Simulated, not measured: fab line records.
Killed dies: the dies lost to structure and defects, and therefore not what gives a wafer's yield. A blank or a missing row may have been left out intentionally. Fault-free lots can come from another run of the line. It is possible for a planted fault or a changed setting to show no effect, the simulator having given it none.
Split-lot trial ; flow sky130 ; on a route of 708 steps: 5 lots, 23 wafers read

ABOUT THE SPLIT
At SKY_SONOS_TUNNEL_IMPLANT_09, the setting energy-kev was moved away from the recipe's 20 on 5 of the 23 wafers read, by -5.4% to -2.8%. This setting was run at the recipe's value on the other wafers.

The reading is taken at the split's own step.

THE READING
In nm, at SKY_SONOS_TUNNEL_IMPLANT_09: implant.drp-nm, which is the simulator's own figure and was read by no gauge. The file does not state a usual value for it.

wafer;tool, chamber at the split;energy-kev as run;against the recipe;implant.drp-nm, nm;against lot-mates on the recipe
L074.2;implanter-03, 0;20;recipe;28.34;-
L074.3;implanter-03, 0;20;recipe;28.34;-
L074.4;implanter-03, 0;20;recipe;28.34;-
L074.5;implanter-03, 0;20;recipe;28.34;-
L074.6;implanter-03, 0;20;recipe;28.34;-
L078.1;implanter-01, 0;20;recipe;28.34;-
L078.3;implanter-01, 0;20;recipe;28.34;-
L078.4;implanter-01, 0;20;recipe;28.34;-
L080.1;implanter-04, 0;20;recipe;28.34;-
L080.3;implanter-04, 0;20;recipe;28.34;-
L080.4;implanter-04, 0;20;recipe;28.34;-
L080.5;implanter-04, 0;20;recipe;28.34;-
L080.6;implanter-04, 0;20;recipe;28.34;-
L082.1;implanter-01, 0;19.43;-2.8%;27.77;-0.57
L082.2;implanter-01, 0;19.43;-2.8%;27.77;-0.57
L082.3;implanter-01, 0;20;recipe;28.34;-
L082.4;implanter-01, 0;20;recipe;28.34;-
L082.6;implanter-01, 0;20;recipe;28.34;-
L083.1;implanter-01, 0;18.91;-5.4%;27.24;-1.10
L083.2;implanter-01, 0;18.91;-5.4%;27.24;-1.10
L083.3;implanter-01, 0;18.91;-5.4%;27.24;-1.10
L083.4;implanter-01, 0;20;recipe;28.34;-
L083.6;implanter-01, 0;20;recipe;28.34;-

FIT RESULTS
A straight line over all 23 wafers: implant.drp-nm changes by +0.202 nm for each +1% of energy-kev; r = +1.00; the points scatter about the line by 0.0015 nm.
The same after taking each lot's own level away (the mean of its wafers on the recipe; 23 wafers): +0.202 nm for each +1%; r = +1.00; scatter 0.0015 nm.
That fit puts the effect of the largest move of energy-kev on the reading at 1.1 nm.
The lots' own levels span 28.340 to 28.340 nm.
Consequently the slope shifts little with the lot-to-lot level, the two slopes agreeing.
Check: for one of the wafers moved furthest among these (-5.4%), held out of the fit, the line's prediction against its lot-mates is -1.1 nm. It came out at -1.1 nm against them.

ADDITIONAL SPLITS CARRIED BY THESE WAFERS
Before the reading, these wafers also passed through other splits. Each is held against what the fit with the lots' levels taken away leaves over:
other split on the same wafers;wafers away from the commonest value;r with implant.drp-nm (lot level and that fit taken away)
SKY_FIELD_ISO_OXIDATION_01 temp-c;10;-0.20
SKY_NWELL_OXIDATION_01 ox-time-s;15;-0.49
SKY_PWDE_COAT_02 spin-rpm;10;+0.31
SKY_NWELL_IMPLANT_11 dose-cm2;9;+0.03
SKY_NWELL_IMPLANT_24 energy-kev;8;+0.19
SKY_NWELL_CLEAN_27 time-s;15;+0.39
SKY_VT_ADJUST_HVTP_DEVELOP_06 dev-temp-c;4;-0.02
SKY_VT_ADJUST_HVTP_STRIP_10 pressure-mtorr;18;-0.31
SKY_VT_ADJUST_LVTN_STRIP_09 o2-flow-sccm;8;+0.15
SKY_VT_ADJUST_NCORE_IMPLANT_09 dose-cm2;8;+0.18

THE WHOLE CHAIN: every reading that the file lists as answering this split, in the file's order
step;what it does;reading;change (the file's fit);r (the file's)
SKY_SONOS_TUNNEL_IMPLANT_09;;implant.rp-nm (the simulator's own value, which no gauge read);+0.645 nm for each +1% of the setting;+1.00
SKY_SONOS_TUNNEL_IMPLANT_09;;implant.drp-nm (the simulator's own value, which no gauge read);+0.2 nm for each +1% of the setting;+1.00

THE FILE'S OWN FIT
implant.drp-nm changes by +0.2 nm for each +1% of energy-kev, r = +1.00.
